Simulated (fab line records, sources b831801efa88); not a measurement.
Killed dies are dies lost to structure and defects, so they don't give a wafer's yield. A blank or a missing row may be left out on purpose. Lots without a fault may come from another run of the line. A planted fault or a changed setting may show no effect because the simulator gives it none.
A struck lot beside a sound one | flow sky130 | 17 steps out of a route of 708
Sound: wafers L798.2, L798.3, L798.6. Struck: wafers L802.1, L802.3, L802.6. The cause comes at the end.
At each step with rows: each side's tool, then ch and its chambers, then its first start. Under that, the readings that differ: sound wafers | struck wafers | difference of the means | sigmas: that difference in standard deviations of wafers without a fault.
alike: readings whose means differ by less than 2 such deviations, and words and numbers that are the same on both sides. not compared: withheld readings, readings that some wafer has no value for, bounds like >300 that may hide the same value, and numbers for which the record gives no deviation and whose values overlap.
The two part at a step that has a row with sigmas, a row that says differs or no value, or rows on one side only. Numbers that don't overlap but have no deviation are shown without sigmas and don't part them. A reading that every wafer of one side lacks parts them only if that side has two wafers or more.

first, 4 steps without rows for these wafers: SKY_FIELD_ISO_WET_ETCH_29 (etches Si3N4 in H3PO4, target depth 160 nm, time 1825 s); SKY_FIELD_ISO_WET_ETCH_30 (etches SiO2 in dHF, target depth 25 nm, time 50 s); SKY_NWELL_CLEAN_00 (cleans in SC1/SC2, time 150 s); SKY_NWELL_OXIDATION_01 (stabilise 600 s, purge 300 s, target thk 10 nm).
SKY_NWELL_THK_MEAS_02:
  sound on film_metro-02, day 2 17:51; struck on film_metro-03, day 3 12:53
  alike: NWELL_OXIDATION_THK
then, 7 steps without rows for these wafers: SKY_DNWELL_DEHYDRATE_00 (time 60 s); SKY_DNWELL_HMDS_01 (prime time 60 s); SKY_DNWELL_COAT_02 (resist thk 3000 nm); SKY_DNWELL_SOFTBAKE_03; SKY_DNWELL_EXPOSE_04 (exposes mask DNM, target cd 3000 nm); SKY_DNWELL_PEB_05; SKY_DNWELL_DEVELOP_06 (develop time 60 s).
SKY_DNWELL_IMPLANT_07:
  sound on implanter-03 ch 0, day 3 10:07; struck on implanter-03 ch 0, day 4 12:56
SKY_DNWELL_STRIP_08: strips in O2/N2.
  sound on plasma_asher-03 ch 0, day 3 10:14; struck on plasma_asher-04 ch 0,1, day 4 13:05
  reading                     | sound       | struck      | difference | sigmas
  drypump_motor_current_A (A) | 6.7 6.7 6.7 | 5.3 5.3 5.0 | -1.5       | -3
  alike: oes_product_au, strip_time_to_endpoint_s
  not compared: rf_hours_counter_h
SKY_DNWELL_TW_MEAS_09:
  sound on film_metro-01, day 3 10:20; struck on film_metro-01, day 4 13:16
  reading   | sound          | struck         | difference | sigmas
  DNWELL_TW | 1132 1122 1123 | 1410 1408 1411 | +284       | +39
then, 1 step without rows for these wafers: SKY_PWDE_DEHYDRATE_00 (time 60 s).
-- the record jumps here: 43 days lie between the struck wafers' starts before and after (it left off in module PWDE and takes up again in module PAD_OPEN, whose first step shown is number 708 of the route) --
SKY_PAD_OPEN_PROBE_99:
  sound on prober-02, day 46 06:10; struck on prober-01, day 47 06:47
  reading                                    | sound             | struck            | difference | sigmas
  model.etest.res_deep_nwell.rs_ohm_sq       | 2172 2191 2185    | 1230 1224 1240    | -951       |
  model.etest.res_deep_nwell.line_ohm_um     | 718.9 733.7 711.2 | 409.8 409.9 413.1 | -310.3     |
  model.etest.res_pwde_under_gate.rs_ohm_sq  | 6162 6154 6135    | 6439 6454 6425    | +289       |
  model.etest.res_pwell_under_gate.rs_ohm_sq | 2304 2281 2270    | 2323 2336 2320    | +41        |
  model.etest.res_deep_nwell.rs_ohm_sq_range | 61.08 68.89 61.2  | 40.31 34.23 38.96 | -25.89     |
  alike: killed_at_M0_to_M3, killed_at_M4_up, killed_at_contacts, killed_at_front_end, killed_at_other, killed_dies, killed_on_rim, killed_open, killed_short

WHERE THEY PART
First at SKY_DNWELL_STRIP_08; last, within this record, at SKY_DNWELL_TW_MEAS_09. Later steps at which nothing parts them and some readings are alike: SKY_PAD_OPEN_PROBE_99.

WHY: what the simulator had put in
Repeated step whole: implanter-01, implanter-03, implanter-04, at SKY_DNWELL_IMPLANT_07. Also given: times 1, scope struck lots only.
